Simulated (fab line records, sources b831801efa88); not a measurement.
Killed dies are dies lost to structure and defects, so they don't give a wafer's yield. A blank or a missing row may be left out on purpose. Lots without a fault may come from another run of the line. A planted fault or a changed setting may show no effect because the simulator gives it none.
Which tool did it? | flow gf180mcu | 13 lots, 39 wafers sampled, at 6 steps of a route of 602

WHAT THE GAUGES READ, wafer by wafer
GF_STI_THK_MEAS_22.
lot  | measured    | on            | STI_OXIDATION_01_THK (nm)
L741 | day 2 13:38 | film_metro-02 | 15.13 15.25 15.18
L742 | day 2 19:05 | film_metro-01 | 14.71 14.56 14.46
L743 | day 3 00:19 | film_metro-02 | 14.76 14.64 14.65
L744 | day 3 01:26 | film_metro-02 | 15.02 15.19 15.10
L745 | day 3 05:08 | film_metro-01 | 14.75 14.48 14.75
L748 | day 4 00:28 | film_metro-02 | 14.68 14.99 14.97
L749 | day 4 02:01 | film_metro-03 | 14.76 14.84 14.75
L750 | day 4 07:23 | film_metro-03 | 14.64 14.58 14.50
L751 | day 4 12:43 | film_metro-01 | 14.37 14.66 14.62
L752 | day 4 18:00 | film_metro-02 | 15.34 15.30 15.05
L758 | day 6 01:51 | film_metro-02 | 14.92 14.83 15.12
L762 | day 6 21:23 | film_metro-02 | 15.15 15.14 15.30
L763 | day 7 01:24 | film_metro-01 | 15.06 15.33 15.19

GF_DNWELL_TW_MEAS_09.
lot  | measured    | on            | DNWELL_TW
L741 | day 3 05:07 | film_metro-02 | 1326 1319 1320
L742 | day 3 12:07 | film_metro-04 | 1361 1354 1360
L743 | day 3 15:46 | film_metro-02 | 1310 1315 1321
L744 | day 3 17:58 | film_metro-03 | 1326 1323 1322
L745 | day 3 20:47 | film_metro-04 | 1365 1363 1357
L748 | day 4 16:40 | film_metro-04 | 1368 1360 1355
L749 | day 4 18:49 | film_metro-04 | 1356 1366 1364
L750 | day 4 23:31 | film_metro-02 | 1321 1322 1317
L751 | day 5 05:43 | film_metro-03 | 1328 1337 1331
L752 | day 5 10:40 | film_metro-04 | 1353 1356 1356
L758 | day 6 18:43 | film_metro-02 | 1317 1316 1322
L762 | day 7 16:25 | film_metro-03 | 1335 1328 1330
L763 | day 7 20:46 | film_metro-02 | 1321 1329 1325

GF_MVSD_OVL_MEAS_07.
lot  | measured     | on         | MVSD_OVL (nm)
L741 | day 4 21:43  | overlay-01 | -2.4 -2.2 -2.8
L742 | day 5 04:41  | overlay-01 | -4.1 -5.5 -3.9
L743 | day 5 07:57  | overlay-01 | -2.1 -1.8 -3.1
L744 | day 5 10:28  | overlay-02 | -0.3 2.3 0.5
L745 | day 5 12:34  | overlay-01 | -0.7 -0.7 -0.2
L748 | day 6 11:42  | overlay-02 | 3.8 -2.5 1.4
L749 | day 6 14:32  | overlay-02 | 0.6 -0.8 -0.1
L750 | day 6 19:35  | overlay-02 | 1.7 0.7 2.4
L751 | day 7 01:34  | overlay-01 | -0.5 -0.7 -2.2
L752 | day 7 08:20  | overlay-02 | -0.5 -0.1 0.1
L758 | day 8 19:52  | overlay-02 | -0.7 1.4 0.7
L762 | day 9 18:52  | overlay-01 | 1.1 -1.0 -1.8
L763 | day 10 00:34 | overlay-02 | -0.5 0.0 0.7

GF_VT_IMPLANT_OVL_MEAS_07.
lot  | measured     | on         | VT_IMPLANT_OVL (nm)
L741 | day 6 02:19  | overlay-02 | 2.0 1.2 1.1
L742 | day 6 09:55  | overlay-01 | 0.3 0.6 -1.2
L743 | day 6 12:57  | overlay-02 | -2.7 -0.7 -1.6
L744 | day 6 16:31  | overlay-01 | 0.9 0.7 -0.3
L745 | day 6 17:40  | overlay-02 | -0.5 0.5 -0.6
L748 | day 7 18:50  | overlay-02 | -0.4 1.1 0.1
L749 | day 7 22:07  | overlay-01 | -0.7 -0.8 -1.3
L750 | day 8 03:56  | overlay-01 | -2.7 -0.6 -2.3
L751 | day 8 10:52  | overlay-01 | -0.1 -0.6 -0.6
L752 | day 8 17:57  | overlay-02 | 2.1 2.1 1.4
L758 | day 10 07:18 | overlay-01 | - - -
L762 | day 11 06:58 | overlay-02 | 1.4 0.1 0.4
L763 | day 11 14:06 | overlay-01 | -1.1 -1.7 -2.4

GF_VT_IMPLANT_TW_MEAS_10.
lot  | measured     | on            | VT_IMPLANT_TW
L741 | day 6 02:35  | film_metro-01 | 556 561 555
L742 | day 6 10:11  | film_metro-01 | 556 556 558
L743 | day 6 13:14  | film_metro-01 | 562 561 556
L744 | day 6 16:49  | film_metro-02 | 551 549 547
L745 | day 6 17:58  | film_metro-02 | 551 548 550
L748 | day 7 19:08  | film_metro-01 | 559 557 556
L749 | day 7 22:23  | film_metro-02 | 548 552 548
L750 | day 8 04:14  | film_metro-01 | 558 557 559
L751 | day 8 11:08  | film_metro-01 | 558 558 558
L752 | day 8 18:14  | film_metro-04 | 562 566 565
L758 | day 10 07:35 | film_metro-02 | 29 30 30
L762 | day 11 07:15 | film_metro-02 | 549 549 549
L763 | day 11 14:38 | film_metro-04 | 565 566 568

WHICH TOOL RAN EACH LOT (tool, then ch and the chambers of the sampled wafers, then the start)
lot  | GF_VT_IMPLANT_EXPOSE_04
L741 | iline_stepper-01 ch 0, day 5 19:37
L742 | iline_stepper-02 ch 0, day 6 02:35
L743 | iline_stepper-02 ch 0, day 6 05:59
L744 | iline_stepper-02 ch 0, day 6 09:05
L745 | iline_stepper-02 ch 0, day 6 10:34
L748 | iline_stepper-01 ch 0, day 7 10:58
L749 | iline_stepper-01 ch 0, day 7 14:27
L750 | iline_stepper-02 ch 0, day 7 20:17
L751 | iline_stepper-01 ch 0, day 8 02:34
L752 | iline_stepper-01 ch 0, day 8 10:24
L758 | iline_stepper-02 ch 0, day 9 23:05
L762 | iline_stepper-01 ch 0, day 10 22:24
L763 | iline_stepper-02 ch 0, day 11 04:46
- GF_VT_IMPLANT_EXPOSE_04: exposes mask LVPWELL LV AREA, target cd 600 nm.

WHAT THE TOOLS THEMSELVES READ (means of the sampled wafers that have a number; where no wafer has one, the mark that the record gives instead)
GF_VT_IMPLANT_EXPOSE_04.
lot  | tool             | exposure_dose_mJ_cm2 | stage_vel_mm_s (mm/s)
L741 | iline_stepper-01 | 139.94               | 499.62
L742 | iline_stepper-02 | 139.99               | 500.10
L743 | iline_stepper-02 | 139.92               | 500.16
L744 | iline_stepper-02 | 139.94               | 499.58
L745 | iline_stepper-02 | 140.01               | 500.31
L748 | iline_stepper-01 | 139.66               | 500.09
L749 | iline_stepper-01 | 140.04               | 500.00
L750 | iline_stepper-02 | 140.01               | 500.01
L751 | iline_stepper-01 | 139.99               | 500.14
L752 | iline_stepper-01 | 139.91               | 499.78
L758 | iline_stepper-02 | 140.17               | 499.95
L762 | iline_stepper-01 | 139.88               | 499.54
L763 | iline_stepper-02 | 140.04               | 500.04

THE ANSWER, worked out from the rows above alone
Rule: what is usual is taken from the lots themselves. Put in order of their means at a reading, lots are off if they are a third of the lots or fewer, leave a main group of 4 or more, and stand apart from it by a gap of 3 or more times the standard deviation of the main group's means; of several such gaps the widest counts. A main group whose means are all the same, to the digits that the tables above print for the reading, isn't used. A lot without any number at a reading at which 4 lots or more have one is off too. The other lots that the step has rows for count as sound. The gauges are gone through in route order, then the tools' own readings, and for those a lot's mean is taken as printed above. The first step at which some lot is off is used, and at that step the reading that is off furthest; a lot without a number counts as furthest.
Off: L758, at GF_VT_IMPLANT_OVL_MEAS_07 (VT_IMPLANT_OVL). Without a number there: L758. The main group: mean -0.2 nm, standard deviation 1.2.
A tool fits if, at a process step before that reading, it ran every lot that is off, and no sound lot after the first of them. The gauges at GF_VT_IMPLANT_OVL_MEAS_07 aren't tried: what is off there is off at GF_VT_IMPLANT_TW_MEAS_10 too, on other tools, and a gauge's error can't cause that. None of those tried fits.

WHAT THE SIMULATOR HAD PUT IN
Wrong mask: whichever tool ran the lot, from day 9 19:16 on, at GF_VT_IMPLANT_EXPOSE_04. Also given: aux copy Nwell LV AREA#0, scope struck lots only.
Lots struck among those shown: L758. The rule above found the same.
